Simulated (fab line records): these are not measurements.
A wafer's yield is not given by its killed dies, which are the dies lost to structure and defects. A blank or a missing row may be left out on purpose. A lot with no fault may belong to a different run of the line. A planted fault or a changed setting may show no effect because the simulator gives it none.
Lot-split experiment || flow gf180mcu || 5 lots, 23 wafers read, on a route of 602 steps

## THE SPLIT ITSELF
At GF_STI_ETCH_13 (etches the open film in CHF3/O2, stops on Si, target depth 282.31 nm, time 112.9 s), the setting overEtchFrac was moved away from the recipe's 0.3 on 9 of the 23 wafers read, by +18.8% to +29.1%. All remaining wafers had this setting at the recipe value.

Reading taken at the split's own step.

## THE READING
oesProductAu, in a.u., at GF_STI_ETCH_13 (etches the open film in CHF3/O2, stops on Si, target depth 282.31 nm, time 112.9 s). Fault-free wafers of this fab line usually give 0.830 a.u., standard deviation 0.0066 a.u.

{"wafer": "L074.1", "tool, chamber at the split": "rieDiel-04, 1", "overEtchFrac as run": 0.3, "against the recipe": "recipe", "oesProductAu, a.u.": 0.837, "against lot-mates on the recipe": "-"}
{"wafer": "L074.3", "tool, chamber at the split": "rieDiel-04, 0", "overEtchFrac as run": 0.3, "against the recipe": "recipe", "oesProductAu, a.u.": 0.837, "against lot-mates on the recipe": "-"}
{"wafer": "L074.4", "tool, chamber at the split": "rieDiel-04, 2", "overEtchFrac as run": 0.3, "against the recipe": "recipe", "oesProductAu, a.u.": 0.841, "against lot-mates on the recipe": "-"}
{"wafer": "L074.5", "tool, chamber at the split": "rieDiel-04, 0", "overEtchFrac as run": 0.3, "against the recipe": "recipe", "oesProductAu, a.u.": 0.834, "against lot-mates on the recipe": "-"}
{"wafer": "L074.6", "tool, chamber at the split": "rieDiel-04, 1", "overEtchFrac as run": 0.3, "against the recipe": "recipe", "oesProductAu, a.u.": 0.831, "against lot-mates on the recipe": "-"}
{"wafer": "L076.1", "tool, chamber at the split": "rieDiel-03, 1", "overEtchFrac as run": 0.3, "against the recipe": "recipe", "oesProductAu, a.u.": 0.833, "against lot-mates on the recipe": "-"}
{"wafer": "L076.4", "tool, chamber at the split": "rieDiel-03, 0", "overEtchFrac as run": 0.3, "against the recipe": "recipe", "oesProductAu, a.u.": 0.830, "against lot-mates on the recipe": "-"}
{"wafer": "L076.5", "tool, chamber at the split": "rieDiel-03, 3", "overEtchFrac as run": 0.3, "against the recipe": "recipe", "oesProductAu, a.u.": 0.848, "against lot-mates on the recipe": "-"}
{"wafer": "L080.1", "tool, chamber at the split": "rieDiel-03, 3", "overEtchFrac as run": 0.3, "against the recipe": "recipe", "oesProductAu, a.u.": 0.834, "against lot-mates on the recipe": "-"}
{"wafer": "L080.2", "tool, chamber at the split": "rieDiel-03, 0", "overEtchFrac as run": 0.3732, "against the recipe": "+24.4%", "oesProductAu, a.u.": 0.809, "against lot-mates on the recipe": -0.021}
{"wafer": "L080.4", "tool, chamber at the split": "rieDiel-03, 2", "overEtchFrac as run": 0.3, "against the recipe": "recipe", "oesProductAu, a.u.": 0.826, "against lot-mates on the recipe": "-"}
{"wafer": "L080.5", "tool, chamber at the split": "rieDiel-03, 1", "overEtchFrac as run": 0.3732, "against the recipe": "+24.4%", "oesProductAu, a.u.": 0.804, "against lot-mates on the recipe": -0.026}
{"wafer": "L080.6", "tool, chamber at the split": "rieDiel-03, 0", "overEtchFrac as run": 0.3732, "against the recipe": "+24.4%", "oesProductAu, a.u.": 0.803, "against lot-mates on the recipe": -0.027}
{"wafer": "L083.1", "tool, chamber at the split": "rieDiel-03, 0", "overEtchFrac as run": 0.3563, "against the recipe": "+18.8%", "oesProductAu, a.u.": 0.814, "against lot-mates on the recipe": -0.016}
{"wafer": "L083.2", "tool, chamber at the split": "rieDiel-03, 2", "overEtchFrac as run": 0.3563, "against the recipe": "+18.8%", "oesProductAu, a.u.": 0.808, "against lot-mates on the recipe": -0.022}
{"wafer": "L083.3", "tool, chamber at the split": "rieDiel-03, 1", "overEtchFrac as run": 0.3563, "against the recipe": "+18.8%", "oesProductAu, a.u.": 0.820, "against lot-mates on the recipe": -0.010}
{"wafer": "L083.4", "tool, chamber at the split": "rieDiel-03, 3", "overEtchFrac as run": 0.3, "against the recipe": "recipe", "oesProductAu, a.u.": 0.833, "against lot-mates on the recipe": "-"}
{"wafer": "L083.6", "tool, chamber at the split": "rieDiel-03, 1", "overEtchFrac as run": 0.3, "against the recipe": "recipe", "oesProductAu, a.u.": 0.827, "against lot-mates on the recipe": "-"}
{"wafer": "L085.1", "tool, chamber at the split": "rieDiel-03, 3", "overEtchFrac as run": 0.3873, "against the recipe": "+29.1%", "oesProductAu, a.u.": 0.802, "against lot-mates on the recipe": -0.035}
{"wafer": "L085.2", "tool, chamber at the split": "rieDiel-03, 0", "overEtchFrac as run": 0.3, "against the recipe": "recipe", "oesProductAu, a.u.": 0.841, "against lot-mates on the recipe": "-"}
{"wafer": "L085.4", "tool, chamber at the split": "rieDiel-03, 2", "overEtchFrac as run": 0.3, "against the recipe": "recipe", "oesProductAu, a.u.": 0.833, "against lot-mates on the recipe": "-"}
{"wafer": "L085.5", "tool, chamber at the split": "rieDiel-03, 1", "overEtchFrac as run": 0.3873, "against the recipe": "+29.1%", "oesProductAu, a.u.": 0.804, "against lot-mates on the recipe": -0.033}
{"wafer": "L085.6", "tool, chamber at the split": "rieDiel-03, 0", "overEtchFrac as run": 0.3873, "against the recipe": "+29.1%", "oesProductAu, a.u.": 0.805, "against lot-mates on the recipe": -0.032}

FIT RESULTS
A straight line over all 23 wafers: oesProductAu changes by -0.00111 a.u. for each +1% of overEtchFrac; r = -0.94; the points scatter about the line by 0.0052 a.u.
The same after taking each lot's own level away (the mean of its wafers on the recipe; 23 wafers): -0.00106 a.u. for each +1%; r = -0.94; scatter 0.0048 a.u.
According to that fit, moving overEtchFrac by its largest amount changes the reading by 0.031 a.u.
Measured against the standard deviation above, the lots' own levels, which go from 0.8300 to 0.8370 a.u., span 1.1 times it.
The two slopes agree, so the slope changes little with the lot-to-lot level.
Check: for one of the wafers moved furthest among these (+29.1%), held out of the fit, the line's prediction against its lot-mates is -0.0295 a.u. It came out at -0.035 a.u. against them.
Tool readings at the split's step, against how far the setting was moved: oesProductAu r = -0.94.

## OTHER SPLITS APPLIED TO THESE WAFERS
Before the reading, these wafers also passed through other splits. Each is held against what the fit with the lots' levels taken away leaves over:
{"other split on the same wafers": "GF_STI_COAT_07 resistThkNm", "wafers away from the commonest value": 5, "r with oesProductAu (lot level and that fit taken away)": -0.08}

## THE WHOLE CHAIN: every reading that the file lists as answering this split, in the file's order
{"step": "GF_STI_ETCH_13", "what it does": "etches the open film in CHF3/O2, stops on Si, target depth 282.31 nm, time 112.9 s", "reading": "oesProductAu", "change (the file's fit)": "-0.00104 a.u. for each +1% of the setting", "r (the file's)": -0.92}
{"step": "GF_STI_ETCH_13", "what it does": "etches the open film in CHF3/O2, stops on Si, target depth 282.31 nm, time 112.9 s", "reading": "KrF_of_STI_COAT_07.thkNm (the simulator's own value, which no gauge read)", "change (the file's fit)": "-0.474 nm for each +1% of the setting, in a fit together with resistThkNm@STI_COAT_07", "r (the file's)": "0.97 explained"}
{"step": "GF_STI_ETCH_14", "what it does": "etches Si in HBr/Cl2/O2, target depth 360 nm, time 102.9 s", "reading": "KrF_of_STI_COAT_07.thkNm (the simulator's own value, which no gauge read)", "change (the file's fit)": "-0.498 nm for each +1% of the setting, in a fit together with resistThkNm@STI_COAT_07", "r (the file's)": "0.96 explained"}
{"step": "GF_STI_STRIP_15", "what it does": "strips in O2/N2", "reading": "stripTimeToEndpointS", "change (the file's fit)": "withheld for each +1% of the setting, in a fit together with resistThkNm@STI_COAT_07", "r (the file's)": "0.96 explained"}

## THE FILE'S OWN FIT
oesProductAu changes by -0.00104 a.u. for each +1% of overEtchFrac, r = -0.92.
